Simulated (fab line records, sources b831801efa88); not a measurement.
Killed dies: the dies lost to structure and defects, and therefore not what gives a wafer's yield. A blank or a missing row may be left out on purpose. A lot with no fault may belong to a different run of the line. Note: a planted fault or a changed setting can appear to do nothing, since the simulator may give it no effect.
fab line records -- flow sky130
[record] lots = 12, wafers = 36, last_day = 52
route steps=708 shown LDD_LDN@302 SPACER@305 SD_N@349 SD_P@359
lots that met no fault: from a run of the same line without faults
start_h: hours from the record's first day to the start of the lot's first wafer shown -- wait_h: hours from the lot's prior step to this one -- " same as the row above -- L1.1+2: a row that stands for several wafers -- - value missing, or start not given -- * or withheld: withheld -- < > ~ a bound
route shown NAME@n: NAME is a module with steps in the file, n the number in the route of the first one -- usual: the fault-free wafers' mean and standard deviation -- same: alike in all rows -- chamber/n: place in a boat -- sites: readings site by site -- _std_site: standard deviation of those values -- _edge_site: the outer-site mean with the inner-site mean subtracted -- radius_mm: for every site, how far away it sits from the centre of the wafer -- mask NAME#n: copy n -- behind: the last tool/chamber to shape the wafer -- hold: cause of the lot's hold/its duration in hours/its outcome -- device: whichever transistor did not switch (one of n, p or np) -- end of line: at the end of the route, the tests of the same wafers -- step lacking rows: just its recipe -- killed: the dies lost at the first sort to structure and to defects; this is not the yield of the wafer -- map: dies across one wafer; x = killed, . = not, _ = none there
set.NAME: the run value of the setting; set.NAME@STEP: its run value at that earlier step -- model.NAME: the simulator's own value behind a step, which no gauge read
a sample of lots followed through the steps of the route, with each step as a table and each wafer as a row
services: when a tool's chamber went out of use (start_h, in hours from the record's first day, below 0 if earlier), for how many hours, and the reason
[[steps]]
[step SKY_LDD_LDN_TW_MEAS_13]
[usual] LDD_LDN_TW = 1484/10
lot.wafer,tool,chamber,start_h,wait_h,LDD_LDN_TW
L804.2,film_metro-02,-,547.49,0.1,1486
L804.3,film_metro-02,-,547.49,0.1,1490
L804.4,film_metro-02,-,547.49,0.1,1496
L805.4,film_metro-02,-,561.66,0.1,1485
L805.5,film_metro-02,-,561.66,0.1,1491
L805.6,film_metro-02,-,561.66,0.1,1499
L806.3,film_metro-01,-,581.46,0.1,1481
L806.4,film_metro-01,-,581.46,0.1,1491
L806.6,film_metro-01,-,581.46,0.1,1490
L807.4,film_metro-02,-,591.31,0.1,1485
L807.5,film_metro-02,-,591.31,0.1,1485
L807.6,film_metro-02,-,591.31,0.1,1478
L809.1,film_metro-01,-,605.58,0.1,1481
L809.2,film_metro-01,-,605.58,0.1,1479
L809.5,film_metro-01,-,605.58,0.1,1476
L811.1,film_metro-01,-,619.88,0.1,1475
L811.2,film_metro-01,-,619.88,0.1,1475
L811.5,film_metro-01,-,619.88,0.1,1472
L817.1,film_metro-02,-,670.58,0.1,1501
L817.2,film_metro-02,-,670.58,0.1,1496
L817.5,film_metro-02,-,670.58,0.1,1498
L819.1,film_metro-02,-,689.43,0.1,1494
L819.2,film_metro-02,-,689.43,0.1,1485
L819.6,film_metro-02,-,689.43,0.1,1491
L820.1,film_metro-01,-,703.88,0.1,1490
L820.2,film_metro-01,-,703.88,0.1,1485
L820.5,film_metro-01,-,703.88,0.1,1477
L821.2,film_metro-03,-,713.49,0.1,1464
L821.4,film_metro-03,-,713.49,0.1,1457
L821.5,film_metro-03,-,713.49,0.1,1469
L824.2,film_metro-02,-,729.69,0.1,1493
L824.3,film_metro-02,-,729.69,0.1,1489
L824.6,film_metro-02,-,729.69,0.1,1494
L826.1,film_metro-01,-,742.19,0.1,1490
L826.3,film_metro-01,-,742.19,0.1,1486
L826.6,film_metro-01,-,742.19,0.1,1484
[step SKY_SPACER_THK_MEAS_01]
[recipe] reads = Si3N4_of_SPACER_CVD_00
[usual] SPACER_CVD_00_THK = 43.4/0.44
lot.wafer,tool,chamber,start_h,wait_h,SPACER_CVD_00_THK[nm]
L804.2,film_metro-03,-,549.86,0.0,42.7
L804.3,film_metro-03,-,549.86,0.0,42.8
L804.4,film_metro-03,-,549.86,0.0,42.7
L805.4,film_metro-03,-,565.75,0.0,43.3
L805.5,film_metro-03,-,565.75,0.0,43.4
L805.6,film_metro-03,-,565.75,0.0,43.5
L806.3,film_metro-01,-,583.44,0.0,43.9
L806.4,film_metro-01,-,583.44,0.0,44.2
L806.6,film_metro-01,-,583.44,0.0,44.2
L807.4,film_metro-01,-,593.27,0.1,43.9
L807.5,film_metro-01,-,593.27,0.1,43.7
L807.6,film_metro-01,-,593.27,0.1,44.1
L809.1,film_metro-01,-,606.90,0.0,43.3
L809.2,film_metro-01,-,606.90,0.0,43.1
L809.5,film_metro-01,-,606.90,0.0,43.0
L811.1,film_metro-03,-,621.73,0.0,43.4
L811.2,film_metro-03,-,621.73,0.0,43.6
L811.5,film_metro-03,-,621.73,0.0,43.5
L817.1,film_metro-01,-,671.89,0.0,43.8
L817.2,film_metro-01,-,671.89,0.0,43.4
L817.5,film_metro-01,-,671.89,0.0,43.1
L819.1,film_metro-04,-,690.74,0.0,43.5
L819.2,film_metro-04,-,690.74,0.0,44.0
L819.6,film_metro-04,-,690.74,0.0,43.8
L820.1,film_metro-01,-,705.19,0.0,43.4
L820.2,film_metro-01,-,705.19,0.0,43.3
L820.5,film_metro-01,-,705.19,0.0,43.3
L821.2,film_metro-03,-,716.27,0.0,43.7
L821.4,film_metro-03,-,716.27,0.0,43.2
L821.5,film_metro-03,-,716.27,0.0,43.5
L824.2,film_metro-01,-,731.00,0.0,43.2
L824.3,film_metro-01,-,731.00,0.0,43.4
L824.6,film_metro-01,-,731.00,0.0,43.2
L826.1,film_metro-01,-,743.51,0.0,44.3
L826.3,film_metro-01,-,743.51,0.0,44.2
L826.6,film_metro-01,-,743.51,0.0,43.7
[step SKY_SD_N_CD_MEAS_07]
[recipe] target_cd_nm = 380
[usual] cd_nm = 380.7/2.5
lot.wafer,tool,chamber,start_h,wait_h,cd_nm
L804.2,cd_sem-02,-,671.41,0.1,376.7
L804.3,cd_sem-02,-,671.41,0.1,378.4
L804.4,cd_sem-02,-,671.41,0.1,379.6
L805.4,cd_sem-01,-,686.06,0.1,381.4
L805.5,cd_sem-01,-,686.06,0.1,381.6
L805.6,cd_sem-01,-,686.06,0.1,382.6
L806.3,cd_sem-01,-,702.28,0.1,380.1
L806.4,cd_sem-01,-,702.28,0.1,382.5
L806.6,cd_sem-01,-,702.28,0.1,380.5
L807.4,cd_sem-01,-,710.82,0.1,379.2
L807.5,cd_sem-01,-,710.82,0.1,382.0
L807.6,cd_sem-01,-,710.82,0.1,379.8
L809.1,cd_sem-02,-,722.24,0.1,383.6
L809.2,cd_sem-02,-,722.24,0.1,383.6
L809.5,cd_sem-02,-,722.24,0.1,380.8
L811.1,cd_sem-02,-,736.54,0.1,380.4
L811.2,cd_sem-02,-,736.54,0.1,379.8
L811.5,cd_sem-02,-,736.54,0.1,377.7
L817.1,cd_sem-02,-,786.79,0.1,379.0
L817.2,cd_sem-02,-,786.79,0.1,378.1
L817.5,cd_sem-02,-,786.79,0.1,377.6
L819.1,cd_sem-02,-,803.81,0.1,379.1
L819.2,cd_sem-02,-,803.81,0.1,381.2
L819.6,cd_sem-02,-,803.81,0.1,383.1
L820.1,cd_sem-02,-,818.89,0.1,378.8
L820.2,cd_sem-02,-,818.89,0.1,377.9
L820.5,cd_sem-02,-,818.89,0.1,376.8
L821.2,cd_sem-02,-,829.67,0.1,389.6
L821.4,cd_sem-02,-,829.67,0.1,385.0
L821.5,cd_sem-02,-,829.67,0.1,385.1
L824.2,cd_sem-01,-,846.22,0.1,384.1
L824.3,cd_sem-01,-,846.22,0.1,385.3
L824.6,cd_sem-01,-,846.22,0.1,382.8
L826.1,cd_sem-01,-,858.25,0.1,379.6
L826.3,cd_sem-01,-,858.25,0.1,379.4
L826.6,cd_sem-01,-,858.25,0.1,378.6
[step SKY_SD_N_RTA_14]
[recipe] temp_c = 1075, time_s = 2, idle_temp_c = 650, ramp_up_c_per_s = 150, ramp_down_c_per_s = 90, ambient = N2
[usual] lamp_power_pct = 15.74/0.052, ramp_down_c_per_s = 90.000/0.016, wafer_temp_C_max = 1078.2/1.4
lot.wafer,tool,chamber,start_h,wait_h,lamp_power_pct,ramp_down_c_per_s,wafer_temp_C_max
L804.2,rtp_anneal-01,0,672.07,0.0,15.72,90.002,1077.2
L804.3,rtp_anneal-01,0,672.07,0.0,15.70,90.005,1079.0
L804.4,rtp_anneal-01,0,672.07,0.0,15.73,89.985,1078.3
L805.4,rtp_anneal-02,0,686.69,0.0,15.73,90.010,1077.3
L805.5,rtp_anneal-02,0,686.69,0.0,15.80,89.971,1078.2
L805.6,rtp_anneal-02,0,686.69,0.0,15.79,89.996,1077.8
L806.3,rtp_anneal-01,0,702.93,0.0,15.72,90.000,1078.0
L806.4,rtp_anneal-01,0,702.93,0.0,15.81,89.995,1080.4
L806.6,rtp_anneal-01,0,702.93,0.0,15.71,89.984,1078.5
L807.4,rtp_anneal-02,0,711.46,0.0,15.86,89.978,1076.7
L807.5,rtp_anneal-02,0,711.46,0.0,15.78,89.993,1079.0
L807.6,rtp_anneal-02,0,711.46,0.0,15.77,90.005,1076.9
L809.1,rtp_anneal-02,0,722.91,0.0,15.80,89.994,1077.7
L809.2,rtp_anneal-02,0,722.91,0.0,15.81,89.966,1078.5
L809.5,rtp_anneal-02,0,722.91,0.0,15.81,90.003,1079.1
L811.1,rtp_anneal-02,0,737.21,0.0,15.81,90.025,1077.3
L811.2,rtp_anneal-02,0,737.21,0.0,15.77,89.974,1077.4
L811.5,rtp_anneal-02,0,737.21,0.0,15.83,90.013,1076.6
L817.1,rtp_anneal-02,0,787.46,0.0,15.92,89.992,1088.7
L817.2,rtp_anneal-02,0,787.46,0.0,15.89,89.988,1087.6
L817.5,rtp_anneal-02,0,787.46,0.0,15.83,90.005,1089.1
L819.1,rtp_anneal-02,0,804.48,0.0,15.92,89.962,1089.1
L819.2,rtp_anneal-02,0,804.48,0.0,15.83,90.037,1088.3
L819.6,rtp_anneal-02,0,804.48,0.0,15.94,89.979,1089.0
L820.1,rtp_anneal-01,0,819.56,0.0,15.74,89.998,1076.1
L820.2,rtp_anneal-01,0,819.56,0.0,15.75,89.998,1079.1
L820.5,rtp_anneal-01,0,819.56,0.0,15.73,89.990,1078.5
L821.2,rtp_anneal-01,0,830.32,0.0,15.70,89.996,1078.4
L821.4,rtp_anneal-01,0,830.32,0.0,15.71,89.987,1078.6
L821.5,rtp_anneal-01,0,830.32,0.0,15.68,89.998,1076.3
L824.2,rtp_anneal-01,0,846.88,0.0,15.78,90.029,1076.6
L824.3,rtp_anneal-01,0,846.88,0.0,15.71,90.003,1080.6
L824.6,rtp_anneal-01,0,846.88,0.0,15.70,89.997,1079.2
L826.1,rtp_anneal-01,0,858.92,0.0,15.73,90.029,1078.1
L826.3,rtp_anneal-01,0,858.92,0.0,15.71,90.013,1078.5
L826.6,rtp_anneal-01,0,858.92,0.0,15.76,90.011,1078.7
[step SKY_SD_N_RS_MEAS_16]
[recipe] thk_meas_gauge = four-point-probe
[usual] SD_N_RS = 68.55/0.13
lot.wafer,tool,chamber,start_h,wait_h,SD_N_RS[ohm/sq]
L804.2,film_metro-02,-,672.25,0.1,68.45
L804.3,film_metro-02,-,672.25,0.1,68.40
L804.4,film_metro-02,-,672.25,0.1,68.47
L805.4,film_metro-04,-,686.90,0.1,68.29
L805.5,film_metro-04,-,686.90,0.1,68.38
L805.6,film_metro-04,-,686.90,0.1,68.52
L806.3,film_metro-01,-,703.12,0.1,68.39
L806.4,film_metro-01,-,703.12,0.1,68.55
L806.6,film_metro-01,-,703.12,0.1,68.65
L807.4,film_metro-02,-,711.66,0.1,68.81
L807.5,film_metro-02,-,711.66,0.1,68.96
L807.6,film_metro-02,-,711.66,0.1,68.85
L809.1,film_metro-04,-,723.08,0.1,68.67
L809.2,film_metro-04,-,723.08,0.1,68.46
L809.5,film_metro-04,-,723.08,0.1,68.61
L811.1,film_metro-04,-,737.38,0.1,68.46
L811.2,film_metro-04,-,737.38,0.1,68.55
L811.5,film_metro-04,-,737.38,0.1,68.54
L817.1,film_metro-04,-,787.63,0.1,66.48
L817.2,film_metro-04,-,787.63,0.1,66.37
L817.5,film_metro-04,-,787.63,0.1,66.39
L819.1,film_metro-04,-,804.65,0.1,66.56
L819.2,film_metro-04,-,804.65,0.1,66.43
L819.6,film_metro-04,-,804.65,0.1,66.57
L820.1,film_metro-01,-,819.73,0.1,68.43
L820.2,film_metro-01,-,819.73,0.1,68.60
L820.5,film_metro-01,-,819.73,0.1,68.67
L821.2,film_metro-02,-,830.51,0.1,68.59
L821.4,film_metro-02,-,830.51,0.1,68.61
L821.5,film_metro-02,-,830.51,0.1,68.58
L824.2,film_metro-02,-,847.06,0.1,68.65
L824.3,film_metro-02,-,847.06,0.1,68.78
L824.6,film_metro-02,-,847.06,0.1,68.64
L826.1,film_metro-01,-,859.09,0.1,68.58
L826.3,film_metro-01,-,859.09,0.1,68.45
L826.6,film_metro-01,-,859.09,0.1,68.50
[step SKY_SD_N_RS_MEAS_17]
[recipe] thk_meas_gauge = four-point-probe
[usual] SD_P_RS = 147.0/0.37
lot.wafer,tool,chamber,start_h,wait_h,SD_P_RS[ohm/sq]
L804.2,film_metro-02,-,672.37,0.1,146.8
L804.3,film_metro-02,-,672.37,0.1,146.9
L804.4,film_metro-02,-,672.37,0.1,146.9
L805.4,film_metro-04,-,687.02,0.1,146.5
L805.5,film_metro-04,-,687.02,0.1,146.8
L805.6,film_metro-04,-,687.02,0.1,147.1
L806.3,film_metro-01,-,703.24,0.1,146.9
L806.4,film_metro-01,-,703.24,0.1,146.8
L806.6,film_metro-01,-,703.24,0.1,147.0
L807.4,film_metro-02,-,711.78,0.1,147.1
L807.5,film_metro-02,-,711.78,0.1,147.5
L807.6,film_metro-02,-,711.78,0.1,147.4
L809.1,film_metro-04,-,723.20,0.1,147.7
L809.2,film_metro-04,-,723.20,0.1,147.4
L809.5,film_metro-04,-,723.20,0.1,147.2
L811.1,film_metro-04,-,737.50,0.1,146.4
L811.2,film_metro-04,-,737.50,0.1,147.2
L811.5,film_metro-04,-,737.50,0.1,147.0
L817.1,film_metro-04,-,787.75,0.1,137.4
L817.2,film_metro-04,-,787.75,0.1,136.8
L817.5,film_metro-04,-,787.75,0.1,136.9
L819.1,film_metro-04,-,804.77,0.1,136.7
L819.2,film_metro-04,-,804.77,0.1,136.3
L819.6,film_metro-04,-,804.77,0.1,136.9
L820.1,film_metro-01,-,819.85,0.1,146.8
L820.2,film_metro-01,-,819.85,0.1,147.2
L820.5,film_metro-01,-,819.85,0.1,147.3
L821.2,film_metro-02,-,830.63,0.1,147.2
L821.4,film_metro-02,-,830.63,0.1,146.9
L821.5,film_metro-02,-,830.63,0.1,147.7
L824.2,film_metro-02,-,847.18,0.1,147.5
L824.3,film_metro-02,-,847.18,0.1,147.1
L824.6,film_metro-02,-,847.18,0.1,147.4
L826.1,film_metro-01,-,859.21,0.1,146.8
L826.3,film_metro-01,-,859.21,0.1,146.7
L826.6,film_metro-01,-,859.21,0.1,146.8
[[services]]
tool,chamber,start_h,hours,kind
rtp_anneal-02,-,763.15,2.4,pm
[[key]]
[first_sign] step = SKY_SD_N_RTA_14, reading = wafer_temp_C_max, direction = up, sigmas = 7.4, usual = *, struck = *
[effect] step = SKY_SD_N_RTA_14, reading = lamp_power_pct, direction = up, sigmas = 2.8, usual = 15.74, struck = 15.89
[effect] step = SKY_SD_N_RS_MEAS_16, reading = SD_N_RS, direction = down, sigmas = 16, usual = 68.55, struck = 66.47
[effect] step = SKY_SD_N_RS_MEAS_17, reading = SD_P_RS, direction = down, sigmas = 27, usual = 147.0, struck = 136.8
met_at SKY_SD_N_RTA_14
struck_lots L817,L819
tester_left_out L817,L819
not_acting_at SKY_LDD_LDN_TW_MEAS_13,SKY_SPACER_THK_MEAS_01,SKY_SD_N_CD_MEAS_07
onset_between 737.21 787.46
[fault] kind = process_parameter_drift, tool = rtp_anneal-02, chamber = -, onset_h = 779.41, steps = SKY_SD_N_RTA_14, channel = temp_c, offset = *, shape = step, end_h = 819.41, acts_in = *, stated = *
// tester_left_out: of these lots the tester's yield and bins aren't shown, on N5 and GAA mostly nor the transistor test; their killed dies are dies lost to structure and defects alone, not to doping, threshold or leakage, so they don't give the yield
